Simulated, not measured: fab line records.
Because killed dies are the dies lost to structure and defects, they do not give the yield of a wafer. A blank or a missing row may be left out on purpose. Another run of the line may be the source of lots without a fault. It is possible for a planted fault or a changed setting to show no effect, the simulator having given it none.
One fault through the eyes of 2 desks / flow sky130 / numbers are kept per desk, each desk with only its own; the story behind them comes last

== FOR THE TOOL OWNER'S DESK: pvd_sputter-01 ==
The tool's own readings at SKY_METAL4_SPUTTER_03 (material Ti, target thk 5 nm, time 3.3 s): means of the sampled wafers that have a number, for each lot that ran on this tool. If a lot's mean is further than 4 standard deviations from the usual mean, the lot is out of limits and carries the mark OUT (the distance appears in the brackets).
Columns: A = throttle_valve_pct at SKY_METAL4_SPUTTER_03, usual 29.6 %
lot=L864; first seen here=day 40 05:22; A=29.5
lot=L866; first seen here=day 41 04:52; A=29.6
lot=L867; first seen here=day 41 06:25; A=29.4
lot=L869; first seen here=day 41 19:56; A=29.3
lot=L873; first seen here=day 43 09:02; A=29.2
lot=L874; first seen here=day 43 11:47; A=29.5
lot=L879; first seen here=day 44 16:12; A=29.5
lot=L881; first seen here=day 45 03:49; A=28.9
Result from this desk: across the 8 lots, nothing is out of limits.

== METROLOGY DESK ==
Means of the sampled wafers that have a number, per lot and without regard to the tool the lot ran on: this is what the gauges read. If a lot's mean is further than 4 standard deviations from the usual mean, the lot is out of limits and carries the mark OUT (the distance appears in the brackets).
Columns: A = VIA4_HDPCVD_THK at SKY_VIA4_THK_MEAS_01, usual 1749 nm
lot=L863; first seen here=day 42 05:04; A=1750
lot=L864; first seen here=day 42 07:39; A=1747
lot=L865; first seen here=day 42 16:17; A=1740
lot=L866; first seen here=day 43 05:54; A=1751
lot=L867; first seen here=day 43 06:49; A=1742
lot=L868; first seen here=day 43 14:39; A=1767
lot=L869; first seen here=day 43 18:55; A=1778
lot=L871; first seen here=day 44 08:13; A=1771
lot=L873; first seen here=day 45 06:53; A=1751
lot=L874; first seen here=day 45 10:49; A=1746
lot=L875; first seen here=day 45 14:44; A=1761
lot=L879; first seen here=day 46 12:38; A=1735
lot=L881; first seen here=day 47 00:34; A=1761
Result from this desk: across the 13 lots, nothing is out of limits.

== ALL TOGETHER ==
The tool owner's desk saw nothing out of limits.
Metrology desk: nothing out of limits seen.

== WHAT HAD BEEN PUT IN BY THE SIMULATOR ==
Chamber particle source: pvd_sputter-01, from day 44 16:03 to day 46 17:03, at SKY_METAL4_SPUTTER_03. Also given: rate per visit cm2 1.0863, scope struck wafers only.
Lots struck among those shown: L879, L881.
